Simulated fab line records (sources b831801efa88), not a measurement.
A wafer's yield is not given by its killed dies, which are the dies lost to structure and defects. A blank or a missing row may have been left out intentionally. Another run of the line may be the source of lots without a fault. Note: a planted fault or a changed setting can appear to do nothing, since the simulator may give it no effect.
What tool caused it? ; flow sky130 ; Sampling: 12 lots, 36 wafers, 4 of 708 route steps

== WHAT THE GAUGES READ, wafer by wafer ==
SKY_POLY_GATE_CD_MEAS_22. Usual: 150.2 nm for cd_nm, sd 2.
lot;measured;on;cd_nm (nm);flag
L476;day 16 07:37;cd_sem-01;152.5 151.1 153.0;
L477;day 17 08:47;cd_sem-02;151.8 149.9 152.1;
L478;day 18 01:13;cd_sem-01;147.3 149.7 146.7;
L479;day 19 12:37;cd_sem-01;153.7 151.2 149.3;
L480;day 19 14:35;cd_sem-02;146.0 150.4 148.9;
L481;day 20 02:42;cd_sem-01;149.0 147.5 152.4;
L487;day 21 22:53;cd_sem-02;152.2 150.6 150.9;
L492;day 23 15:29;cd_sem-01;153.4 152.8 150.6;
L494;day 23 22:47;cd_sem-01;150.2 153.1 151.8;
L495;day 24 00:56;cd_sem-01;148.7 148.1 149.6;
L497;day 24 15:18;cd_sem-02;149.8 149.3 149.5;
L498;day 24 17:47;cd_sem-01;150.6 151.8 150.9;

SKY_LDD_N_OVL_MEAS_07. Usual: LDD_N_OVL typically reads -0.2 nm, with standard deviation 1.2.
lot;measured;on;LDD_N_OVL (nm);flag
L476;day 17 12:26;overlay-02;0.9 2.0 1.8;
L477;day 18 13:37;overlay-01;-1.8 0.1 -1.1;
L478;day 19 06:34;overlay-02;0.4 -1.6 -0.7;
L479;day 20 18:26;overlay-02;1.1 2.4 2.5;
L480;day 20 20:17;overlay-02;1.5 2.0 -0.6;
L481;day 21 09:02;overlay-02;-1.3 0.0 1.2;
L487;day 23 04:35;overlay-02;0.2 0.0 1.1;
L492;day 24 21:41;overlay-01;-1.6 -1.2 -1.5;
L494;day 25 03:36;overlay-01;0.7 -0.3 -1.6;
L495;day 25 06:16;overlay-02;1.8 -0.4 0.7;
L497;day 25 20:01;overlay-01;-0.4 -0.7 0.7;
L498;day 25 23:17;overlay-02;0.6 -0.2 1.3;

== TOOL THAT RAN EACH LOT (tool first, then ch and the chambers of the sampled wafers, then the start) ==
lot;SKY_SONOS_ONO_ETCH_15;SKY_POLY_GATE_ETCH_16
L476;rie_diel-02 ch 1,3, day 12 13:41;rie_diel-03 ch 0,2,3, day 16 04:19
L477;rie_diel-04 ch 2,3, day 13 13:38;rie_diel-01 ch 0,1, day 17 06:15
L478;rie_diel-04 ch 1,2,3, day 14 03:07;rie_diel-03 ch 2,3, day 17 23:05
L479;rie_diel-01 ch 1,2, day 15 08:49;rie_diel-01 ch 0,2,3, day 19 09:25
L480;rie_diel-04 ch 0,1,2, day 15 13:48;rie_diel-01 ch 0,1,3, day 19 12:07
L481;rie_diel-02 ch 0,1, day 15 20:25;rie_diel-04 ch 0,1,2, day 20 00:59
L487;rie_diel-02 ch 0,2,3, day 17 11:31;rie_diel-03 ch 0,1,3, day 21 20:14
L492;rie_diel-02 ch 0,3, day 19 11:23;rie_diel-04 ch 1,2, day 23 13:52
L494;rie_diel-01 ch 0,1,2, day 19 20:11;rie_diel-04 ch 2,3, day 23 20:59
L495;rie_diel-04 ch 1,2, day 19 20:29;rie_diel-01 ch 0,3, day 23 23:19
L497;rie_diel-04 ch 0,3, day 20 10:04;rie_diel-03 ch 0,1,3, day 24 13:19
L498;rie_diel-02 ch 1,3, day 20 14:46;rie_diel-01 ch 1,3, day 24 16:10
- SKY_SONOS_ONO_ETCH_15: etches the open film in CHF3/O2, target depth 19.52 nm, time 7.8 s.
- SKY_POLY_GATE_ETCH_16: etches Si3N4 in CH3F/O2, stops on poly-Si, time 147.5 s, target depth 75 nm.

== WHAT THE TOOLS THEMSELVES READ (means of the sampled wafers that have a number; where no wafer has one, the mark that the record gives instead) ==
SKY_SONOS_ONO_ETCH_15. Usual: chf3_flow_sccm 50.00 sccm, standard deviation 0.15; drypump_motor_current_A 5.5 A, standard deviation 0.41; oes_product_au 1.000 a.u., standard deviation 0.011; rf_fwd_power_W 588 W, standard deviation 3.2; throttle_valve_pct 8.824 %, standard deviation 0.0094.
lot;tool;chf3_flow_sccm (sccm);drypump_motor_current_A (A);oes_product_au (a.u.);rf_fwd_power_W (W);throttle_valve_pct (%);flag
L476;rie_diel-02;50.07;5.4;0.990;589;8.820;
L477;rie_diel-04;50.21;5.4;1.003;585;8.820;
L478;rie_diel-04;50.05;5.5;0.996;587;8.825;
L479;rie_diel-01;50.05;5.3;0.997;586;8.827;
L480;rie_diel-04;50.03;5.5;1.005;589;8.822;
L481;rie_diel-02;50.13;4.9;0.995;590;8.829;
L487;rie_diel-02;49.92;5.6;1.008;587;8.821;
L492;rie_diel-02;49.94;5.7;0.998;588;8.825;
L494;rie_diel-01;50.07;5.5;1.011;586;8.827;
L495;rie_diel-04;50.05;5.2;1.005;587;8.821;
L497;rie_diel-04;49.91;5.8;1.004;590;8.827;
L498;rie_diel-02;49.94;5.4;0.999;587;8.816;

SKY_POLY_GATE_ETCH_16. Usual: ch3f_flow_sccm 39.99 sccm, standard deviation 0.13; drypump_motor_current_A 5.6 A, standard deviation 0.38; oes_product_au 0.639 a.u., standard deviation 0.0049; rf_fwd_power_W 398.1 W, standard deviation 1.4; throttle_valve_pct 10.536 %, standard deviation 0.009.
lot;tool;ch3f_flow_sccm (sccm);drypump_motor_current_A (A);oes_product_au (a.u.);rf_fwd_power_W (W);throttle_valve_pct (%);flag
L476;rie_diel-03;40.04;5.8;0.635;398.5;10.534;
L477;rie_diel-01;40.14;5.5;0.642;397.0;10.536;
L478;rie_diel-03;39.90;6.1;0.643;398.1;10.534;
L479;rie_diel-01;39.88;5.6;0.642;398.7;10.542;
L480;rie_diel-01;39.82;5.7;0.642;398.5;10.532;
L481;rie_diel-04;40.08;5.5;0.638;398.0;10.539;
L487;rie_diel-03;39.98;5.5;0.638;398.2;10.536;
L492;rie_diel-04;40.02;5.5;0.640;335.0;10.532;OFF
L494;rie_diel-04;39.81;5.2;0.635;333.3;10.533;OFF
L495;rie_diel-01;39.95;5.8;0.639;398.9;10.534;
L497;rie_diel-03;39.99;5.5;0.637;396.8;10.540;
L498;rie_diel-01;39.97;5.6;0.640;397.5;10.537;

== THE ANSWER, worked out from the rows above alone ==
Rule: a lot is off if the mean of its wafers that have a number lies more than 3 standard deviations from the usual mean. Also off: a lot with no number at a reading for which 4 or more lots have one. Any other lot the step has rows for is counted as sound. The gauges are gone through in route order, then the tools' own readings, and for those a lot's mean is taken as printed above. At the first step where some lot is off, the reading lying furthest off is the one used; lots without a number count as furthest.
Off: L492, L494 (SKY_POLY_GATE_ETCH_16, rf_fwd_power_W).
A tool fits if, at that step or a process step before it, it ran every lot that is off, and no sound lot after the first of them. One fits: rie_diel-04 at SKY_POLY_GATE_ETCH_16. A fault onset in the window from L481 (day 20 00:59, its last sound lot) to L492 (day 23 13:52, its first lot off) fits.
The tool's own readings at SKY_POLY_GATE_ETCH_16 bear it out: on the lots that are off they differ by more than 5 times the standard deviation of the sound lots' means. rf_fwd_power_W reads 334.1 W there against 398.0 W on the sound lots.

== WHAT THE SIMULATOR HAD INSERTED ==
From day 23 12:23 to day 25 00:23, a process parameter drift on rie_diel-04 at SKY_POLY_GATE_ETCH_16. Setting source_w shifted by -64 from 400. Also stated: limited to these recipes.
Shown lots that were struck: L492, L494. This agrees with what the rule above found.
